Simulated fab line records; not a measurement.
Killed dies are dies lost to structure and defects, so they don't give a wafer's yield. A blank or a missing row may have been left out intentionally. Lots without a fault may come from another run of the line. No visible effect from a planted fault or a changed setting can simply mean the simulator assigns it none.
Which tool did it? :: flow gf180mcu :: 18 wafers from 6 lots sampled at 2 of the route's 602 steps

== WHAT THE GAUGES SHOWED, per wafer ==
GF_HV_LDD_RS_MEAS_53: uses a four-point probe to measure.
lot: L286
measured: day 13 02:36
on: filmMetro-04
HV_LDD_RS (ohm/sq): 418.6 418.8 417.8

lot: L289
measured: day 13 18:16
on: filmMetro-01
HV_LDD_RS (ohm/sq): 417.9 417.3 418.1

lot: L292
measured: day 15 00:27
on: filmMetro-04
HV_LDD_RS (ohm/sq): 417.7 417.3 417.3

lot: L295
measured: day 15 22:06
on: filmMetro-03
HV_LDD_RS (ohm/sq): 418.3 419.5 419.0

lot: L300
measured: day 17 06:18
on: filmMetro-03
HV_LDD_RS (ohm/sq): 409.6 410.0 409.8

lot: L305
measured: day 18 22:15
on: filmMetro-04
HV_LDD_RS (ohm/sq): 418.2 418.1 418.2

== EACH LOT AND THE TOOL THAT RAN IT (in order: tool; ch and the chambers of the sampled wafers; start) ==
lot: L286
GF_HV_LDD_IMPLANT_09: implanter-02 ch 0, day 10 17:08

lot: L289
GF_HV_LDD_IMPLANT_09: implanter-04 ch 0, day 11 08:04

lot: L292
GF_HV_LDD_IMPLANT_09: implanter-02 ch 0, day 12 09:53

lot: L295
GF_HV_LDD_IMPLANT_09: implanter-02 ch 0, day 13 04:59

lot: L300
GF_HV_LDD_IMPLANT_09: implanter-04 ch 0, day 14 11:19

lot: L305
GF_HV_LDD_IMPLANT_09: implanter-02 ch 0, day 15 23:47
- GF_HV_LDD_IMPLANT_09

== THE ANSWER, worked out from the rows above alone ==
Rule: what is usual is taken from the lots themselves. Put in order of their means at a reading, lots are off if they are a third of the lots or fewer, leave a main group of 4 or more, and stand apart from it by a gap of 3 or more times the standard deviation of the main group's means; of several such gaps the widest counts. Not used: any main group whose means are identical at the precision the tables above print for the reading. Also off: a lot with no number at a reading for which 4 or more lots have one. All remaining lots with rows at the step are treated as sound.
Off: L300, seen at GF_HV_LDD_RS_MEAS_53 (HV_LDD_RS). The main group has a mean of 418.1 ohm/sq with a standard deviation of 0.52.
If a tool, at a process step before that reading, ran all the lots that are off and no sound lot after the first of them, it fits. Gauges at GF_HV_LDD_RS_MEAS_53: tried the same way as those tools. 2 tools fit, implanter-04 at GF_HV_LDD_IMPLANT_09 and filmMetro-03 at GF_HV_LDD_RS_MEAS_53, so this cannot tell which one it is.

== WHAT THE SIMULATOR HAD PUT IN ==
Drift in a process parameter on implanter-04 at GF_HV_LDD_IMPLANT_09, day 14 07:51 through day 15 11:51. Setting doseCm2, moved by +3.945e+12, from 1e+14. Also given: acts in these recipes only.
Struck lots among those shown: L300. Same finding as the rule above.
